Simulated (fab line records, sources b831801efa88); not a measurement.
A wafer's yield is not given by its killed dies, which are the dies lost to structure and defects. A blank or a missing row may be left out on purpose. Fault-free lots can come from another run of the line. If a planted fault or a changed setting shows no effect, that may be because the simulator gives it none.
The same fault as seen by 2 desks || flow gf180mcu || each desk holds nothing but its own numbers, with what lay behind them at the end

DESK OF THE TOOL OWNER: rtpAnneal-01
At GF_VT_IMPLANT_RTA_45 (time 30 s), the tool's own readings, given per lot that ran on this tool as the mean of the sampled wafers with a number. A lot is out of limits, marked OUT, if its mean lies more than 4 standard deviations from the usual mean; the brackets give that distance.
Columns: A = lampPowerPct at GF_VT_IMPLANT_RTA_45, usual 36.77 %; B = runLengthS at GF_VT_IMPLANT_RTA_45, usual 58.9 s; C = wafer_temp_C_max at GF_VT_IMPLANT_RTA_45, usual 1054.6
{"lot": "L495", "first seen here": "day 8 17:10", "A": 36.87, "B": 58.4, "C": 1054.7}
{"lot": "L497", "first seen here": "day 9 06:14", "A": 36.85, "B": 58.5, "C": 1056.2}
{"lot": "L500", "first seen here": "day 10 00:05", "A": 36.86, "B": "69.0 (+19) OUT", "C": 1054.8}
{"lot": "L501", "first seen here": "day 10 13:32", "A": 36.87, "B": "68.7 (+18) OUT", "C": 1055.2}
{"lot": "L513", "first seen here": "day 13 16:33", "A": 36.84, "B": 58.7, "C": 1055.5}
{"lot": "L514", "first seen here": "day 13 23:59", "A": 36.87, "B": 58.4, "C": 1055.0}
This desk's finding: out of limits on L500, L501; first on L500, day 10 00:05 (runLengthS at GF_VT_IMPLANT_RTA_45). Within limits: L495, L497, L513, L514.

THE METROLOGY DESK
What the gauges read for every lot (on any tool): the sampled wafers with a number, averaged. A lot is out of limits, marked OUT, if its mean lies more than 4 standard deviations from the usual mean; the brackets give that distance.
Columns: A = VT_IMPLANT_4_TW at GF_VT_IMPLANT_TW_MEAS_43, usual 688
{"lot": "L492", "first seen here": "day 7 21:05", "A": 676}
{"lot": "L494", "first seen here": "day 8 11:47", "A": 693}
{"lot": "L495", "first seen here": "day 8 17:02", "A": 691}
{"lot": "L496", "first seen here": "day 8 20:55", "A": 691}
{"lot": "L497", "first seen here": "day 9 06:08", "A": 701}
{"lot": "L500", "first seen here": "day 9 23:58", "A": 679}
{"lot": "L501", "first seen here": "day 10 13:20", "A": 693}
{"lot": "L509", "first seen here": "day 12 14:38", "A": 700}
{"lot": "L510", "first seen here": "day 12 19:04", "A": 682}
{"lot": "L511", "first seen here": "day 13 01:25", "A": 696}
{"lot": "L512", "first seen here": "day 13 10:46", "A": 677}
{"lot": "L513", "first seen here": "day 13 16:26", "A": 678}
{"lot": "L514", "first seen here": "day 13 23:51", "A": 681}
This desk found nothing out of limits on any of the 13 lots.

TAKEN TOGETHER
At day 10 00:05, on L500, L501, the tool owner's desk was in a position to raise an alarm.
The metrology desk saw nothing out of limits.
The metrology desk has L500, L501 on record, within its limits.
The lots listed all ran GF_VT_IMPLANT_RTA_45 on rtpAnneal-01.

WHAT HAD BEEN PUT IN BY THE SIMULATOR
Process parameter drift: rtpAnneal-01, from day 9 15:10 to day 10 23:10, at GF_VT_IMPLANT_RTA_45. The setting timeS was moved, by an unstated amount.
Lots struck among those shown: L500, L501.
Delay in hours, fault start to first out-of-limits reading, by desk: the tool owner's desk at 9.
